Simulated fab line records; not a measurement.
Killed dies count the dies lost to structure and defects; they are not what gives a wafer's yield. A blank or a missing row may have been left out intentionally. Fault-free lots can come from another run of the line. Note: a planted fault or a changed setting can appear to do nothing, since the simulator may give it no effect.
Chamber matching | flow sky130 | pecvd-02 running SKY_CONTACT_CVD_00: 3 sister chambers
The step deposits Si3N4, target thk 75 nm. 16 wafers are shown with their chamber, then 8 later ones without.

WAFERS PAIRED WITH THEIR CHAMBERS
wafer  | chamber | heater power w (W)
L650.2 | 2       | 770
L650.3 | 1       | 763
L650.4 | 1       | 791
L651.4 | 0       | 549
L651.5 | 1       | 787
L651.6 | 2       | 784
L655.1 | 2       | 770
L655.2 | 0       | 466
L655.5 | 0       | 477
L656.1 | 1       | 698
L656.2 | 0       | 569
L656.6 | 2       | 773
L659.1 | 1       | 772
L659.3 | 2       | 766
L659.5 | 0       | 576
L661.2 | 2       | 664

SIGNATURES (means of the wafers above)
reading        | chamber 0 | chamber 1 | chamber 2 | scatter within a chamber
heater power w | 527.40    | 762.20    | 754.50    | 45.2
Rule: a wafer lies at a distance from a chamber equal to the root of the sum of squares, over the readings, of (its reading less the chamber's mean, divided by the reading's scatter). If the next closest chamber is less than 2 further off than the closest, the wafer can't be placed; otherwise it belongs to the closest. The scatter: take each reading less its chamber's mean, square it, sum over the shown wafers, divide by the number of wafers less the number of chambers, and take the root.

WAFERS WHOSE CHAMBER IS MISSING
wafer  | heater power w (W)
L661.3 | 723
L661.4 | 474
L667.2 | 754
L667.4 | 575
L667.5 | 686
L669.1 | 580
L669.4 | 758
L669.5 | 730

CHAMBER TAKEN BY EACH
wafer  | from the rows above          | in truth
L661.3 | can't be placed: 2 or 1      | 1
L661.4 | 0                            | 0
L667.2 | can't be placed: 2 or 1      | 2
L667.4 | 0                            | 0
L667.5 | can't be placed: 2 or 1 or 0 | 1
L669.1 | 0                            | 0
L669.4 | can't be placed: 2 or 1      | 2
L669.5 | can't be placed: 2 or 1      | 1
Correctly placed: 3 of 8. Unplaceable from these rows: 5, with the true chamber sitting among the candidates in 5. 0 placed wrongly.
